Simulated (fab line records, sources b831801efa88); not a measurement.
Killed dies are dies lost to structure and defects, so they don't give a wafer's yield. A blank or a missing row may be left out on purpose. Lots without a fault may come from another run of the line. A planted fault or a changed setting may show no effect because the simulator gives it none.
Which tool did it? | flow sky130 | 10 lots, 30 wafers sampled, at 6 steps of a route of 708

WHAT THE GAUGES READ, wafer by wafer
SKY_LDD_HVN_TW_MEAS_10.
lot  | measured     | on            | LDD_HVN_TW
L911 | day 22 09:42 | film_metro-01 | 1430 1428 1435
L912 | day 22 18:01 | film_metro-01 | 1434 1430 1424
L913 | day 22 22:34 | film_metro-01 | 1420 1433 1429
L916 | day 23 08:28 | film_metro-04 | 1440 1440 1433
L915 | day 23 12:07 | film_metro-04 | 1426 1439 1432
L918 | day 24 05:18 | film_metro-02 | 1444 1443 1442
L921 | day 25 03:27 | film_metro-02 | 1448 1449 1439
L926 | day 26 17:49 | film_metro-02 | 1458 1457 1467
L927 | day 27 03:25 | film_metro-04 | 1432 1436 1431
L928 | day 27 17:13 | film_metro-01 | 1416 1418 1418

SKY_SPACER_THK_MEAS_01.
lot  | measured     | on            | SPACER_CVD_00_THK (nm)
L911 | day 25 00:16 | film_metro-02 | 42.2 42.7 42.7
L912 | day 25 07:56 | film_metro-03 | 43.1 42.8 43.1
L913 | day 25 12:15 | film_metro-03 | 42.9 43.4 43.4
L916 | day 25 23:03 | film_metro-02 | 44.0 43.7 43.8
L915 | day 26 01:27 | film_metro-03 | 42.8 43.1 42.4
L918 | day 26 17:49 | film_metro-01 | 43.5 43.4 43.5
L921 | day 27 16:02 | film_metro-03 | 43.1 42.9 43.3
L926 | day 29 09:26 | film_metro-02 | 43.2 43.1 43.1
L927 | day 29 16:20 | film_metro-01 | 32.8 33.1 32.6
L928 | day 30 06:20 | film_metro-03 | 32.6 33.0 32.6

SKY_POLY_CUT_CD_MEAS_08: target cd 270 nm.
lot  | measured     | on        | cd_nm (nm)
L911 | day 26 05:25 | cd_sem-02 | 272.5 272.5 271.3
L912 | day 26 12:39 | cd_sem-02 | 270.0 269.1 271.1
L913 | day 26 17:15 | cd_sem-02 | 269.6 269.7 269.6
L916 | day 27 03:39 | cd_sem-01 | 269.3 269.2 268.8
L915 | day 27 07:01 | cd_sem-02 | 270.5 269.7 268.7
L918 | day 27 22:37 | cd_sem-01 | 268.7 269.6 269.1
L921 | day 28 20:26 | cd_sem-02 | 271.4 270.2 271.2
L926 | day 30 13:39 | cd_sem-02 | 273.1 272.8 271.6
L927 | day 30 20:50 | cd_sem-02 | 269.9 269.8 268.9
L928 | day 31 10:00 | cd_sem-02 | 267.9 269.3 269.1

WHICH TOOL RAN EACH LOT (tool, then ch and the chambers of the sampled wafers, then the start)
lot  | SKY_LDD_HVP_STRIP_09                 | SKY_SPACER_CVD_00           | SKY_SPACER_ETCHBACK_02
L911 | plasma_asher-01 ch 0,1, day 23 15:37 | lpcvd-02 ch 0, day 24 23:04 | rie_diel-03 ch 0,1, day 25 00:20
L912 | plasma_asher-02 ch 0,1, day 23 23:36 | lpcvd-02 ch 0, day 25 06:43 | rie_diel-03 ch 1,2,3, day 25 07:59
L913 | plasma_asher-02 ch 0,1, day 24 04:15 | lpcvd-02 ch 0, day 25 10:26 | rie_diel-04 ch 0,3, day 25 12:18
L916 | plasma_asher-01 ch 0,1, day 24 14:45 | lpcvd-02 ch 0, day 25 21:50 | rie_diel-04 ch 0,1,3, day 25 23:06
L915 | plasma_asher-04 ch 0,1, day 24 18:06 | lpcvd-02 ch 0, day 26 00:15 | rie_diel-03 ch 1,2,3, day 26 01:31
L918 | plasma_asher-04 ch 0,1, day 25 11:00 | lpcvd-02 ch 0, day 26 16:37 | rie_diel-04 ch 0,2, day 26 17:53
L921 | plasma_asher-04 ch 0,1, day 26 08:49 | lpcvd-02 ch 1, day 27 14:49 | rie_diel-04 ch 0,2,3, day 27 16:05
L926 | plasma_asher-04 ch 0,1, day 27 22:36 | lpcvd-02 ch 1, day 29 08:10 | rie_diel-02 ch 0,1,3, day 29 09:29
L927 | plasma_asher-04 ch 0,1, day 28 07:30 | lpcvd-02 ch 0, day 29 14:31 | rie_diel-03 ch 1,3, day 29 16:23
L928 | plasma_asher-02 ch 0,1, day 28 22:00 | lpcvd-02 ch 0, day 30 05:07 | rie_diel-04 ch 0,2,3, day 30 06:23
- SKY_LDD_HVP_STRIP_09: strips in O2/N2.
- SKY_SPACER_CVD_00: deposits Si3N4 from DCS/NH3, target thk 43.1 nm, time 740 s.
- SKY_SPACER_ETCHBACK_02: etches Si3N4 in CH3F/O2, stops on SiO2, time 46.7 s, target depth 45 nm.

WHAT THE TOOLS THEMSELVES READ (means of the sampled wafers that have a number; where no wafer has one, the mark that the record gives instead)
SKY_LDD_HVP_STRIP_09.
lot  | tool            | chamber_pressure_mTorr (mTorr) | drypump_motor_current_A (A) | o2_flow_sccm (sccm) | oes_product_au (a.u.) | strip_time_to_endpoint_s (s)
L911 | plasma_asher-01 | 1500.2                         | 5.53                        | 2992                | 0.412                 | 4.150
L912 | plasma_asher-02 | 1498.7                         | 5.65                        | 3002                | 0.409                 | 4.134
L913 | plasma_asher-02 | 1501.0                         | 5.67                        | 2998                | 0.406                 | 4.104
L916 | plasma_asher-01 | 1499.4                         | 5.30                        | 2996                | 0.413                 | 4.145
L915 | plasma_asher-04 | 1501.2                         | 6.04                        | 2996                | 0.409                 | 4.114
L918 | plasma_asher-04 | 1501.4                         | 5.93                        | 2997                | 0.410                 | 4.141
L921 | plasma_asher-04 | 1499.4                         | 5.91                        | 3004                | 0.409                 | 4.119
L926 | plasma_asher-04 | 1499.6                         | 6.02                        | 3007                | 0.408                 | 4.128
L927 | plasma_asher-04 | 1501.1                         | 6.03                        | 2997                | 0.408                 | 4.148
L928 | plasma_asher-02 | 1499.5                         | 5.64                        | 2996                | 0.410                 | 4.133

SKY_SPACER_CVD_00.
lot  | tool     | spike_tc_bottom_C (C) | spike_tc_centre_C (C) | spike_tc_lower_C (C) | spike_tc_top_C (C) | spike_tc_upper_C (C) | susceptor_temp_C (C) | zone_power_lower_pct (%) | zone_power_top_pct (%)
L911 | lpcvd-02 | 792.2                 | 770.1                 | 771.3                | 785.1              | 772.1                | 769.9                | 14.0                     | 27.88
L912 | lpcvd-02 | 792.6                 | 770.7                 | 771.0                | 785.1              | 770.3                | 769.8                | 14.0                     | 27.86
L913 | lpcvd-02 | 792.5                 | 770.0                 | 770.5                | 785.1              | 772.0                | 769.7                | 14.1                     | 28.25
L916 | lpcvd-02 | 793.1                 | 770.3                 | 772.0                | 785.2              | 771.3                | 770.0                | 14.1                     | 27.92
L915 | lpcvd-02 | 792.3                 | 770.1                 | 770.4                | 785.4              | 770.6                | 769.2                | 13.9                     | 27.94
L918 | lpcvd-02 | 791.8                 | 770.7                 | 772.8                | 785.4              | 771.7                | 770.1                | 14.0                     | 28.08
L921 | lpcvd-02 | 786.1                 | 772.6                 | 769.8                | 784.7              | 768.4                | 770.1                | 11.6                     | 28.09
L926 | lpcvd-02 | 785.9                 | 771.5                 | 769.9                | 784.8              | 768.5                | 769.6                | 11.7                     | 28.08
L927 | lpcvd-02 | 778.4                 | 756.5                 | 756.9                | 771.5              | 757.0                | 756.0                | 13.5                     | 27.18
L928 | lpcvd-02 | 779.4                 | 755.9                 | 757.4                | 770.7              | 757.8                | 756.1                | 13.6                     | 27.14

SKY_SPACER_ETCHBACK_02.
lot  | tool        | O2_flow_sccm (sccm) | chamber_pressure_mTorr (mTorr) | drypump_motor_current_A (A) | oes_product_au (a.u.) | rf_fwd_power_W (W) | throttle_valve_pct (%)
L911 | rie_diel-03 | 30.05               | 25.004                         | 6.3                         | 0.851                 | 395.8              | 10.560
L912 | rie_diel-03 | 29.90               | 25.002                         | 6.2                         | 0.852                 | 395.7              | 10.562
L913 | rie_diel-04 | 30.03               | 25.032                         | 5.9                         | 0.862                 | 396.5              | 10.563
L916 | rie_diel-04 | 29.98               | 24.970                         | 5.9                         | 0.861                 | 397.5              | 10.563
L915 | rie_diel-03 | 29.99               | 24.994                         | 6.2                         | 0.848                 | 395.2              | 10.553
L918 | rie_diel-04 | 30.05               | 25.013                         | 6.1                         | 0.855                 | 394.9              | 10.564
L921 | rie_diel-04 | 29.94               | 25.017                         | 5.9                         | 0.856                 | 394.6              | 10.574
L926 | rie_diel-02 | 30.02               | 24.984                         | 5.8                         | 0.861                 | 394.7              | 10.571
L927 | rie_diel-03 | 30.04               | 24.996                         | 6.4                         | 0.739                 | 396.4              | 10.538
L928 | rie_diel-04 | 30.04               | 25.019                         | 5.9                         | 0.741                 | 395.2              | 10.539

THE ANSWER, worked out from the rows above alone
Rule: what is usual is taken from the lots themselves. Put in order of their means at a reading, lots are off if they are a third of the lots or fewer, leave a main group of 4 or more, and stand apart from it by a gap of 3 or more times the standard deviation of the main group's means; of several such gaps the widest counts. A main group whose means are all the same, to the digits that the tables above print for the reading, isn't used. A lot without any number at a reading at which 4 lots or more have one is off too. The other lots that the step has rows for count as sound. The gauges are gone through in route order, then the tools' own readings, and for those a lot's mean is taken as printed above. The first step at which some lot is off is used, and at that step the reading that is off furthest; a lot without a number counts as furthest.
Off: L927, L928, at SKY_SPACER_THK_MEAS_01 (SPACER_CVD_00_THK). The main group: mean 43.1 nm, standard deviation 0.37.
A tool fits if, at a process step before that reading, it ran every lot that is off, and no sound lot after the first of them. The gauges at SKY_SPACER_THK_MEAS_01 aren't tried: what is off there is off at SKY_SPACER_CVD_00 too, on other tools, and a gauge's error can't cause that. One fits: lpcvd-02 at SKY_SPACER_CVD_00. Its last sound lot is L926 (day 29 08:10), its first lot that is off L927 (day 29 14:31): a fault that began between those two fits.
The tool's own readings at SKY_SPACER_CVD_00 bear it out: on the lots that are off they differ by more than 5 times the standard deviation of the sound lots' means. spike_tc_centre_C reads 756.2 C there against 770.8 C on the sound lots; spike_tc_lower_C reads 757.1 C there against 771.0 C on the sound lots; spike_tc_top_C reads 771.1 C there against 785.1 C on the sound lots; spike_tc_upper_C reads 757.4 C there against 770.6 C on the sound lots; susceptor_temp_C reads 756.0 C there against 769.8 C on the sound lots; zone_power_top_pct reads 27.16 % there against 28.01 % on the sound lots.

WHAT THE SIMULATOR HAD PUT IN
Process parameter drift: lpcvd-02, from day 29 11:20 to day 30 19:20, at SKY_SPACER_CVD_00. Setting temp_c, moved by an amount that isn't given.
Lots struck among those shown: L927, L928. The rule above found the same.
